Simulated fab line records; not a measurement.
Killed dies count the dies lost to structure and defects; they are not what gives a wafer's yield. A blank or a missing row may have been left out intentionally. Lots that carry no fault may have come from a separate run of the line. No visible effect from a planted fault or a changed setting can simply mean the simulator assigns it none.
Which tool was responsible? | flow gf180mcu | 13 lots, 39 wafers sampled, at 6 steps of a route of 602

## WHAT THE GAUGES READ, wafer by wafer
GF_CONTACT_THK_MEAS_01. Usual: CONTACT_CVD_00_THK gives 299 nm (standard deviation 4).
lot  | measured     | on            | CONTACT_CVD_00_THK (nm) | flag
L953 | day 16 05:05 | film-metro-01 | 300 297 297             |
L954 | day 16 15:22 | film-metro-01 | 301 303 300             |
L955 | day 16 23:49 | film-metro-01 | 302 298 303             |
L956 | day 17 09:58 | film-metro-01 | 297 301 298             |
L958 | day 18 05:25 | film-metro-04 | 295 293 305             |
L961 | day 19 11:48 | film-metro-04 | 234 245 237             | OFF
L962 | day 19 15:13 | film-metro-02 | 245 240 238             | OFF
L963 | day 19 23:21 | film-metro-01 | 238 237 242             | OFF
L967 | day 21 15:23 | film-metro-01 | 298 298 292             |
L970 | day 22 03:38 | film-metro-01 | 304 303 301             |
L971 | day 22 20:02 | film-metro-01 | 298 309 308             |
L972 | day 23 01:05 | film-metro-02 | 293 296 301             |
L973 | day 23 08:38 | film-metro-01 | 297 305 302             |

GF_V2_THK_MEAS_03. Usual: V2_CVD_02_THK gives 843 nm (standard deviation 12).
lot  | measured     | on            | V2_CVD_02_THK (nm) | flag
L953 | day 20 10:05 | film-metro-01 | 832 836 849        |
L954 | day 20 21:21 | film-metro-01 | 852 838 853        |
L955 | day 21 06:28 | film-metro-01 | 828 851 856        |
L956 | day 21 16:52 | film-metro-02 | 835 842 859        |
L958 | day 22 11:55 | film-metro-04 | 833 840 843        |
L961 | day 23 15:27 | film-metro-02 | 841 834 845        |
L962 | day 23 19:55 | film-metro-02 | 833 813 854        |
L963 | day 24 03:12 | film-metro-02 | 812 814 828        |
L967 | day 25 14:44 | film-metro-01 | 847 853 846        |
L970 | day 26 03:37 | film-metro-04 | 832 836 865        |
L971 | day 26 17:11 | film-metro-01 | 832 836 856        |
L972 | day 26 21:15 | film-metro-04 | 835 849 859        |
L973 | day 27 01:52 | film-metro-01 | 839 852 860        |

GF_V2_OVL_MEAS_15. Usual: V2_OVL gives 0 nm (standard deviation 5.2).
lot  | measured     | on         | V2_OVL (nm) | flag
L953 | day 21 11:13 | overlay-01 | -1 -3 -1    |
L954 | day 21 20:55 | overlay-02 | -1 -1 -6    |
L955 | day 22 06:32 | overlay-01 | 2 9 10      |
L956 | day 22 16:49 | overlay-02 | -2 0 7      |
L958 | day 23 11:10 | overlay-02 | 5 9 5       |
L961 | day 24 13:52 | overlay-02 | -10 -10 -17 |
L962 | day 24 19:01 | overlay-01 | 1 -7 4      |
L963 | day 25 01:34 | overlay-02 | 2 8 1       |
L967 | day 26 12:37 | overlay-02 | -4 3 5      |
L970 | day 27 00:11 | overlay-02 | 1 -2 2      |
L971 | day 27 14:29 | overlay-01 | 0 0 1       |
L972 | day 27 17:50 | overlay-01 | -9 -4 2     |
L973 | day 27 22:25 | overlay-01 | 2 -3 -4     |

## WHICH TOOL RAN EACH LOT (tool, then ch and the chambers of the sampled wafers, then the start)
lot  | GF_CONTACT_CVD_00                | GF_CONTACT_ETCH_17                            | GF_M2_METAL_ETCH_16
L953 | hdpcvd-01 ch 0,2, day 16 05:02   | rie-diel-03 ch 0,1,2, day 20 09:12 or earlier | rie-metal-01 ch 0, day 20 09:12
L954 | hdpcvd-01 ch 0,2, day 16 15:19   | rie-diel-04 ch 0,1, day 20 20:30 or earlier   | rie-metal-04 ch 0,1, day 20 20:30
L955 | hdpcvd-02 ch 0,2, day 16 23:45   | rie-diel-04 ch 1,2,3, day 21 05:38 or earlier | rie-metal-04 ch 0,1, day 21 05:38
L956 | hdpcvd-02 ch 0,2, day 17 09:54   | rie-diel-02 ch 0,2, day 21 16:00 or earlier   | rie-metal-01 ch 0,1, day 21 16:00
L958 | hdpcvd-02 ch 0,1, day 18 05:22   | rie-diel-02 ch 1,2, day 22 10:57 or earlier   | rie-metal-04 ch 1, day 22 10:57
L961 | hdpcvd-02 ch 0,1,2, day 19 11:46 | rie-diel-02 ch 0,2, day 23 14:36 or earlier   | rie-metal-01 ch 1, day 23 14:36
L962 | hdpcvd-02 ch 0,1,2, day 19 15:10 | rie-diel-04 ch 1,3, day 23 18:57 or earlier   | rie-metal-03 ch 0, day 23 18:57
L963 | hdpcvd-02 ch 0,1,2, day 19 23:19 | rie-diel-03 ch 0,1,3, day 24 02:21 or earlier | rie-metal-01 ch 0,1, day 24 02:21
L967 | hdpcvd-01 ch 0,1, day 21 15:20   | rie-diel-04 ch 1,2,3, day 25 13:48 or earlier | rie-metal-04 ch 1, day 25 13:48
L970 | hdpcvd-01 ch 0,1,2, day 22 03:35 | rie-diel-03 ch 0,3, day 26 02:45 or earlier   | rie-metal-01 ch 0,1, day 26 02:45
L971 | hdpcvd-02 ch 0,1, day 22 19:58   | rie-diel-04 ch 0,3, day 26 16:18 or earlier   | rie-metal-04 ch 0,1, day 26 16:18
L972 | hdpcvd-02 ch 0,1, day 23 01:02   | rie-diel-02 ch 2,3, day 26 20:23 or earlier   | rie-metal-01 ch 0,1, day 26 20:23
L973 | hdpcvd-02 ch 0,1, day 23 08:34   | rie-diel-02 ch 0,1,3, day 27 01:00 or earlier | rie-metal-04 ch 0,1, day 27 01:00
- GF_CONTACT_CVD_00: deposits SiO2, target thk 300 nm, time 50 s.
- GF_CONTACT_ETCH_17: etches SiO2 in C4F8/O2/Ar, stops on CoSi2, target depth 860 nm.
- GF_M2_METAL_ETCH_16: etches the open film in Cl2/BCl3, stops on SiO2, target depth 627.5 nm, time 104.6 s.

## WHAT THE TOOLS THEMSELVES READ (means of the sampled wafers that have a number; where no wafer has one, the mark that the record gives instead)
GF_CONTACT_CVD_00. Usual: sih4-flow-sccm 60.00 sccm, standard deviation 0.18.
lot  | tool      | sih4-flow-sccm (sccm) | flag
L953 | hdpcvd-01 | 59.96                 |
L954 | hdpcvd-01 | 60.17                 |
L955 | hdpcvd-02 | 60.10                 |
L956 | hdpcvd-02 | 59.97                 |
L958 | hdpcvd-02 | 60.17                 |
L961 | hdpcvd-02 | 47.98                 | OFF
L962 | hdpcvd-02 | 48.01                 | OFF
L963 | hdpcvd-02 | 48.00                 | OFF
L967 | hdpcvd-01 | 60.16                 |
L970 | hdpcvd-01 | 59.93                 |
L971 | hdpcvd-02 | 60.02                 |
L972 | hdpcvd-02 | 59.85                 |
L973 | hdpcvd-02 | 60.00                 |

GF_CONTACT_ETCH_17. Usual: oes-product-au 0.815 a.u., standard deviation 0.0048.
lot  | tool        | oes-product-au (a.u.) | flag
L953 | rie-diel-03 | 0.813                 |
L954 | rie-diel-04 | 0.816                 |
L955 | rie-diel-04 | 0.822                 |
L956 | rie-diel-02 | 0.814                 |
L958 | rie-diel-02 | 0.812                 |
L961 | rie-diel-02 | 0.784                 | OFF
L962 | rie-diel-04 | 0.778                 | OFF
L963 | rie-diel-03 | 0.783                 | OFF
L967 | rie-diel-04 | 0.814                 |
L970 | rie-diel-03 | 0.815                 |
L971 | rie-diel-04 | 0.818                 |
L972 | rie-diel-02 | 0.808                 |
L973 | rie-diel-02 | 0.819                 |

GF_M2_METAL_ETCH_16. Usual: drypump-motor-current-A 6.0 A, standard deviation 0.36; oes-product-au 0.970 a.u., standard deviation 0.0071; throttle-valve-pct 28.252 %, standard deviation 0.011.
lot  | tool         | drypump-motor-current-A (A) | oes-product-au (a.u.) | throttle-valve-pct (%) | flag
L953 | rie-metal-01 | 5.7                         | 0.969                 | 28.244                 |
L954 | rie-metal-04 | 5.9                         | 0.973                 | 28.255                 |
L955 | rie-metal-04 | 6.2                         | 0.973                 | 28.237                 |
L956 | rie-metal-01 | 5.9                         | 0.983                 | 28.254                 |
L958 | rie-metal-04 | 6.4                         | 0.966                 | 28.271                 |
L961 | rie-metal-01 | 6.0                         | 0.964                 | 28.266                 |
L962 | rie-metal-03 | 5.5                         | 0.968                 | 28.255                 |
L963 | rie-metal-01 | 5.9                         | 0.975                 | 28.247                 |
L967 | rie-metal-04 | 6.4                         | 0.960                 | 28.262                 |
L970 | rie-metal-01 | 5.9                         | 0.969                 | 28.257                 |
L971 | rie-metal-04 | 5.9                         | 0.971                 | 28.263                 |
L972 | rie-metal-01 | 5.9                         | 0.962                 | 28.246                 |
L973 | rie-metal-04 | 6.0                         | 0.980                 | 28.251                 |

## THE ANSWER, worked out from the rows above alone
Rule: a lot counts as off when the mean over its wafers that have a number is more than 3 standard deviations away from the usual mean. Also off: a lot with no number at a reading for which 4 or more lots have one. Any other lot the step has rows for is counted as sound. First the gauges in route order, then the tools' own readings, where a lot's mean is used as printed above. At the first step where some lot is off, the reading lying furthest off is the one used; lots without a number count as furthest.
Off: L961, L962, L963, at GF_CONTACT_THK_MEAS_01 (CONTACT_CVD_00_THK).
A tool fits if, at a process step before that reading, it ran every lot that is off, and no sound lot after the first of them. The gauges at GF_CONTACT_THK_MEAS_01 aren't tried: what is off there is off at GF_CONTACT_CVD_00 too, on other tools, and a gauge's error can't cause that. None of those tried fits.

## WHAT THE SIMULATOR HAD INSERTED
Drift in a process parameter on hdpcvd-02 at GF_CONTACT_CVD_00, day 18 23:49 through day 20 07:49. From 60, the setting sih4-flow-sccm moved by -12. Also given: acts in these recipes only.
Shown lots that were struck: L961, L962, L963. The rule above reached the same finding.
